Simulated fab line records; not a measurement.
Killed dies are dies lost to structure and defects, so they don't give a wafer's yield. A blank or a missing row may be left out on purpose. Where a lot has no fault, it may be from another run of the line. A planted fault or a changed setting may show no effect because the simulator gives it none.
Matching of chambers -- flow gf180mcu -- GF_V3_CMP_04 on cmp-02 has 4 sister chambers
The step polishes SiO2. 4 wafers are shown with their chamber, then 7 later ones without.

WAFERS WITH THEIR CHAMBER
wafer,chamber,motorCurrentA (A)
L352.2,1,13.0
L354.1,0,10.7
L355.2,3,12.4
L355.3,2,13.2

WAFERS WITH NO CHAMBER GIVEN
wafer,motorCurrentA (A)
L355.5,12.3
L356.2,12.3
L356.4,13.5
L356.5,13.8
L368.2,12.4
L368.4,13.0
L368.6,12.9

THE CHAMBER EACH PASSED THROUGH
wafer,from the rows above,in truth
L355.5,3,3
L356.2,3,3
L356.4,can't be placed: 2 or 1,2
L356.5,can't be placed: 2 or 1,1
L368.2,3,3
L368.4,can't be placed: 1 or 2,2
L368.6,can't be placed: 1 or 2 or 3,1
Placed correctly: 3 of 7. Unplaceable from these rows: 4, with the true chamber sitting among the candidates in 4. Wrongly placed: 0.
How it was worked out, from the rows above alone: a wafer's distance from a chamber is the root of the sum, over the readings, of the square of ((its reading less the chamber's mean) divided by the reading's scatter). If the next closest chamber is less than 2 further off than the closest, the wafer can't be placed; otherwise it belongs to the closest. Each chamber's mean is taken over the wafers shown for it. The scatter: with one shown wafer a chamber, the root of the mean of the squares of how far each hidden wafer lies from its nearest shown one.
